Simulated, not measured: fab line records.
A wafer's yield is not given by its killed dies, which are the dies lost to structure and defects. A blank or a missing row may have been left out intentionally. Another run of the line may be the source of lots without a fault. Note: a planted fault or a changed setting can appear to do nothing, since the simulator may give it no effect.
Which tool is to blame? || flow gf180mcu || 10 lots (30 wafers sampled), 1 step of a 602-step route

WHAT THE GAUGES SHOWED, per wafer
GF_V2_BOW_MEAS_05.
{"lot": "L200", "measured": "day 19 11:17", "on": "filmMetro-02", "V2_BOW (um)": "97 105 94"}
{"lot": "L201", "measured": "day 19 15:04", "on": "filmMetro-01", "V2_BOW (um)": "96 88 101"}
{"lot": "L205", "measured": "day 21 13:34", "on": "filmMetro-04", "V2_BOW (um)": "102 106 104"}
{"lot": "L208", "measured": "day 22 03:32", "on": "filmMetro-01", "V2_BOW (um)": "99 99 92"}
{"lot": "L212", "measured": "day 23 15:30", "on": "filmMetro-02", "V2_BOW (um)": "94 106 90"}
{"lot": "L213", "measured": "day 24 02:54", "on": "filmMetro-04", "V2_BOW (um)": "101 97 104"}
{"lot": "L215", "measured": "day 24 20:30", "on": "filmMetro-01", "V2_BOW (um)": "99 93 102"}
{"lot": "L220", "measured": "day 26 05:45", "on": "filmMetro-01", "V2_BOW (um)": "92 91 88"}
{"lot": "L222", "measured": "day 26 17:25", "on": "filmMetro-04", "V2_BOW (um)": "113 104 101"}
{"lot": "L223", "measured": "day 27 00:16", "on": "filmMetro-01", "V2_BOW (um)": "106 98 84"}

WHAT TOOL EACH LOT RAN ON (gives the tool, then ch and the chambers of the sampled wafers, and finally the start)
The record shows no process step preceding these readings.

WHAT THE TOOLS THEMSELVES READ (means of the sampled wafers that have a number; where no wafer has one, the mark that the record gives instead)
The record holds no such reading with a usual standard deviation.

THE ANSWER, worked out from the rows above alone
Rule: the lots themselves supply what counts as usual. Put in order of their means at a reading, lots are off if they are a third of the lots or fewer, leave a main group of 4 or more, and stand apart from it by a gap of 3 or more times the standard deviation of the main group's means; of several such gaps the widest counts. If all means in a main group match to the digits the tables above print for the reading, that group is not used. A lot without any number at a reading at which 4 lots or more have one is off too. Where the step has rows for the other lots, those lots are counted as sound. First the gauges in route order, then the tools' own readings, where a lot's mean is used as printed above. At the first step where some lot is off, the reading lying furthest off is the one used; lots without a number count as furthest.
Across all readings shown, no lot is off: no conclusion can be drawn from this.

WHAT THE SIMULATOR HAD INSERTED
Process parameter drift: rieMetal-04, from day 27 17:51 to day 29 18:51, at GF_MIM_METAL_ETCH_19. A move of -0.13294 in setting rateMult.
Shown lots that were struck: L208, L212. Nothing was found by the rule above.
